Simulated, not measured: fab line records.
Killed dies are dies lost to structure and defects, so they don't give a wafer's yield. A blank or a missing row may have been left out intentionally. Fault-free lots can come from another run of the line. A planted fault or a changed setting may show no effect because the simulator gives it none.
fab line records | flow sky130
record: lots: 6 | wafers: 18 | last_day: 50
route steps=708 shown VT_ADJUST_NCORE@123 VT_ADJUST_HVTR@131
lots with no fault: from the same line, run without faults
start_h: the number of hours between the record's first day and the start of the first shown wafer of the lot | wait_h: time in hours since the lot's previous step | " the same as in the row above | L1.1+2: one row covering several wafers at once | - no value present, or no start provided | * or withheld: withheld | < > ~ a bound
route shown NAME@n: NAME is a module with steps in the file, n the number in the route of the first one | usual: mean/standard deviation of fault-free wafers | same: alike in all rows | chamber/n: place in a boat | sites: each site's reading | _std_site: standard deviation across them | _edge_site: inner sites' mean taken away from outer sites' mean | radius_mm: how far each site lies from the wafer's centre | mask NAME#n: copy n | behind: the most recent tool/chamber to have shaped the wafer | hold: what put the lot on hold/how long, in hours/how the hold closed | device: names the non-switching transistor (n, p or np) | end of line: the route-end tests of the same wafers | for a step that has no rows: nothing shown but its recipe | killed: dies lost to structure and defects at the first sort, not the wafer's yield | map: the dies of a wafer, with x for killed, . for not killed, _ for no die there
set.NAME: the setting as run; set.NAME@STEP: as run at that earlier step | model.NAME: the simulator's own value behind a step, which no gauge read
lots at some steps of the route; a table a step, a row a wafer
services: a tool's chamber out of use, with start hour (start_h, from the record's first day; less than 0 if before it), hours out, and reason
== steps ==
step: SKY_VT_ADJUST_NCORE_EXPOSE_04
recipe: mask_id: LVTN_COMPLEMENT_THIN | na: 0.6 | source_shape: conventional | sigma_outer: 0.6 | polarization: unpolarized | target_cd_nm: 380 | dose_mj: 139
step: SKY_VT_ADJUST_NCORE_PEB_05
recipe: temp_c: withheld | time_s: * | resist: NOVOLAK
step: SKY_VT_ADJUST_NCORE_DEVELOP_06
recipe: resist: NOVOLAK | developer: TMAH | develop_time_s: 60 | dev_temp_c: 23
step: SKY_VT_ADJUST_NCORE_CD_MEAS_07
recipe: target_cd_nm: 380
usual: cd_nm: 380.6/2
lot.wafer | tool      | chamber | start_h | wait_h | cd_nm
L994.1    | cd_sem-01 | -       | 189.68  | 0.2    | 384.6
L994.3    | "         | -       | "       | "      | 386.6
L994.6    | "         | -       | "       | "      | 382.5
L102.1    | cd_sem-02 | -       | 247.79  | 0.1    | 380.9
L102.3    | "         | -       | "       | "      | 378.8
L102.5    | "         | -       | "       | "      | 378.3
L109.1    | cd_sem-02 | -       | 295.09  | 0.1    | 378.4
L109.3    | "         | -       | "       | "      | 378.3
L109.4    | "         | -       | "       | "      | 379.5
L110.1    | cd_sem-02 | -       | 301.29  | 0.1    | 381.4
L110.5    | "         | -       | "       | "      | 381.3
L110.6    | "         | -       | "       | "      | 382.3
L114.1    | cd_sem-01 | -       | 330.08  | 0.1    | 377.1
L114.2    | "         | -       | "       | "      | 376.9
L114.6    | "         | -       | "       | "      | 377.3
L115.1    | cd_sem-01 | -       | 334.94  | 0.1    | 381.7
L115.2    | "         | -       | "       | "      | 382.1
L115.3    | "         | -       | "       | "      | 382.6
step: SKY_VT_ADJUST_NCORE_OVL_MEAS_08
usual: VT_ADJUST_NCORE_OVL: -1.1/1.5
lot.wafer | tool       | chamber | start_h | wait_h | VT_ADJUST_NCORE_OVL[nm]
L994.1    | overlay-01 | -       | 189.80  | 0.1    | -1.2
L994.3    | "          | -       | "       | "      | 0.3
L994.6    | "          | -       | "       | "      | -2.6
L102.1    | overlay-01 | -       | 247.91  | 0.1    | -3.9
L102.3    | "          | -       | "       | "      | -2.5
L102.5    | "          | -       | "       | "      | -4.8
L109.1    | overlay-02 | -       | 295.21  | 0.1    | -0.1
L109.3    | "          | -       | "       | "      | -0.5
L109.4    | "          | -       | "       | "      | -3.3
L110.1    | overlay-01 | -       | 301.41  | 0.1    | -2.3
L110.5    | "          | -       | "       | "      | -0.4
L110.6    | "          | -       | "       | "      | 0.3
L114.1    | overlay-02 | -       | 330.20  | 0.1    | 0.1
L114.2    | "          | -       | "       | "      | -0.3
L114.6    | "          | -       | "       | "      | -0.7
L115.1    | overlay-02 | -       | 335.06  | 0.1    | -1.6
L115.2    | "          | -       | "       | "      | 0.5
L115.3    | "          | -       | "       | "      | 1.0
step: SKY_VT_ADJUST_NCORE_IMPLANT_09
recipe: species: B | energy_kev: 10 | dose_cm2: 2.4e+12 | tilt_deg: withheld
step: SKY_VT_ADJUST_NCORE_STRIP_10
recipe: chemistry: O2/N2 | power_w: 1400 | pressure_mtorr: 1500 | platen_temp_c: withheld | o2_flow_sccm: 3000 | n2_flow_sccm: 300 | overash_fraction: 0.5
usual: drypump_motor_current_A: 5.7/0.39 | oes_product_au: 0.716/0.0041 | strip_time_to_endpoint_s: 14.17/0.047
lot.wafer | tool            | chamber | start_h | wait_h | drypump_motor_current_A | oes_product_au | rf_hours_counter_h | strip_time_to_endpoint_s
L994.1    | plasma_asher-01 | 1       | 189.99  | 0.1    | 5.1                     | 0.718          | 36                 | 14.13
L994.3    | "               | 0       | "       | "      | 5.8                     | 0.712          | -                  | 14.07
L994.6    | "               | 0       | "       | "      | 5.7                     | 0.719          | -                  | 14.12
L102.1    | plasma_asher-03 | 1       | 248.10  | 0.1    | 6.0                     | 0.718          | 56                 | 14.10
L102.3    | "               | 1       | "       | "      | 6.1                     | 0.718          | -                  | 14.17
L102.5    | "               | 1       | "       | "      | 6.1                     | 0.721          | -                  | 14.16
L109.1    | plasma_asher-01 | 1       | 295.40  | 0.1    | 5.2                     | 0.716          | 46                 | 14.28
L109.3    | "               | 0       | "       | "      | 5.8                     | 0.715          | -                  | 14.24
L109.4    | "               | 1       | "       | "      | 5.1                     | 0.714          | -                  | 14.26
L110.1    | plasma_asher-01 | 0       | 301.60  | 0.1    | 5.8                     | 0.714          | 46                 | 14.14
L110.5    | "               | 1       | "       | "      | 5.2                     | 0.712          | -                  | 14.18
L110.6    | "               | 0       | "       | "      | 5.8                     | 0.710          | -                  | 14.16
L114.1    | plasma_asher-04 | 0       | 330.38  | 0.1    | 6.2                     | 0.715          | 64                 | 14.21
L114.2    | "               | 1       | "       | "      | 5.9                     | 0.718          | 64                 | 14.21
L114.6    | "               | 1       | "       | "      | 5.9                     | 0.722          | -                  | 14.21
L115.1    | plasma_asher-01 | 1       | 335.25  | 0.1    | 5.2                     | 0.713          | 50                 | 14.22
L115.2    | "               | 0       | "       | "      | 5.8                     | 0.719          | 50                 | 14.25
L115.3    | "               | 0       | "       | "      | 5.8                     | 0.720          | -                  | 14.25
step: SKY_VT_ADJUST_NCORE_TW_MEAS_11
usual: VT_ADJUST_NCORE_TW: 219.0/1.8
lot.wafer | tool          | chamber | start_h | wait_h | VT_ADJUST_NCORE_TW
L994.1    | film_metro-03 | -       | 190.09  | 0.1    | 218.7
L994.3    | "             | -       | "       | "      | 220.4
L994.6    | "             | -       | "       | "      | 220.4
L102.1    | film_metro-04 | -       | 248.20  | 0.1    | 218.6
L102.3    | "             | -       | "       | "      | 217.4
L102.5    | "             | -       | "       | "      | 218.2
L109.1    | film_metro-03 | -       | 295.50  | 0.1    | 222.7
L109.3    | "             | -       | "       | "      | 221.7
L109.4    | "             | -       | "       | "      | 221.2
L110.1    | film_metro-04 | -       | 301.70  | 0.1    | 218.5
L110.5    | "             | -       | "       | "      | 217.8
L110.6    | "             | -       | "       | "      | 217.8
L114.1    | film_metro-01 | -       | 330.48  | 0.1    | 219.4
L114.2    | "             | -       | "       | "      | 218.4
L114.6    | "             | -       | "       | "      | 219.6
L115.1    | film_metro-03 | -       | 335.35  | 0.1    | 220.2
L115.2    | "             | -       | "       | "      | 220.0
L115.3    | "             | -       | "       | "      | 220.5
step: SKY_VT_ADJUST_HVTR_DEHYDRATE_00
recipe: temp_c: 200 | time_s: 60
step: SKY_VT_ADJUST_HVTR_HMDS_01
recipe: prime_time_s: 60 | prime_temp_c: 120
step: SKY_VT_ADJUST_HVTR_COAT_02
recipe: resist: NOVOLAK | spin_rpm: 3000 | resist_thk_nm: 1140
step: SKY_VT_ADJUST_HVTR_SOFTBAKE_03
recipe: temp_c: 90 | time_s: 60 | resist: NOVOLAK
step: SKY_VT_ADJUST_HVTR_EXPOSE_04
recipe: mask_id: HVTRM | target_cd_nm: 380 | na: 0.6 | source_shape: conventional | sigma_outer: 0.6 | dose_mj: 150
usual: exposure_dose_mJ_cm2: 149.96/0.15 | focus_offset_nm: 0.0/0.58
lot.wafer | tool             | chamber | start_h | wait_h | mask    | exposure_dose_mJ_cm2 | focus_offset_nm
L994.1    | iline_stepper-01 | 0       | 201.02  | -      | HVTRM#0 | 149.90               | -0.9
L994.3    | "                | 0       | "       | "      | HVTRM#0 | 149.78               | -0.4
L994.6    | "                | 0       | "       | "      | HVTRM#0 | 149.67               | -0.4
L102.1    | iline_stepper-01 | 0       | 259.74  | -      | HVTRM#0 | 150.16               | 0.3
L102.3    | "                | 0       | "       | "      | HVTRM#0 | 150.05               | 0.3
L102.5    | "                | 0       | "       | "      | HVTRM#0 | 149.95               | 0.4
L109.1    | iline_stepper-01 | -       | 308.14  | -      | HVTRM#0 | -                    | -
L109.3    | "                | -       | "       | "      | HVTRM#0 | -                    | -
L109.4    | "                | -       | "       | "      | HVTRM#0 | -                    | -
L110.1    | iline_stepper-02 | -       | 315.02  | -      | HVTRM#0 | -                    | -
L110.5    | "                | -       | "       | "      | HVTRM#0 | -                    | -
L110.6    | "                | -       | "       | "      | HVTRM#0 | -                    | -
L114.1    | iline_stepper-02 | 0       | 344.44  | -      | HVTRM#0 | 149.77               | -0.2
L114.2    | "                | 0       | "       | "      | HVTRM#0 | 149.84               | -0.6
L114.6    | "                | 0       | "       | "      | HVTRM#0 | 150.01               | -0.4
L115.1    | iline_stepper-01 | 0       | 349.47  | -      | HVTRM#0 | 150.03               | -0.1
L115.2    | "                | 0       | "       | "      | HVTRM#0 | 149.70               | 0.9
L115.3    | "                | 0       | "       | "      | HVTRM#0 | 149.91               | -0.9
step: SKY_VT_ADJUST_HVTR_PEB_05
recipe: temp_c: withheld | time_s: * | resist: NOVOLAK
== services ==
tool             | chamber | start_h | hours | kind
plasma_asher-04  | -       | 186.73  | 5.8   | repair
iline_stepper-02 | -       | 257.03  | 8.9   | pm
plasma_asher-01  | -       | 267.82  | 7.5   | repair
iline_stepper-01 | 0       | 269.34  | -     | calibration
iline_stepper-01 | -       | 270.38  | 10.7  | repair
iline_stepper-02 | 0       | 282.47  | -     | calibration
plasma_asher-04  | -       | 282.53  | 11.8  | repair
iline_stepper-02 | -       | 296.44  | 1.7   | pm
iline_stepper-02 | -       | 305.75  | 2.1   | repair
iline_stepper-01 | -       | 331.14  | 8.9   | pm
plasma_asher-03  | -       | 344.08  | 1.0   | repair
== key ==
first_sign: step: SKY_VT_ADJUST_HVTR_EXPOSE_04 | reading: tool_record | direction: missing
effect none on later readings
met_at SKY_VT_ADJUST_HVTR_EXPOSE_04
struck_wafers L109.1,L109.3,L109.4,L110.1,L110.5,L110.6
sort_left_out L109.1,L109.3,L109.4,L110.1,L110.5,L110.6
tester_left_out L109,L110
onset_between 259.74 308.14
fault: kind: skipped_step_whole | tool: iline_stepper-01,iline_stepper-02 | chamber: - | onset_h: 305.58 | steps: SKY_VT_ADJUST_HVTR_EXPOSE_04 | scope: struck_lots_only
tester_left_out: of these lots the tester's yield and bins aren't shown, on N5 and GAA mostly nor the transistor test; their killed dies are dies lost to structure and defects alone, not to doping, threshold or leakage, so they don't give the yield
sort_left_out: the simulated sort isn't trusted on such a fault, so these wafers' sort isn't shown, and their yield isn't known
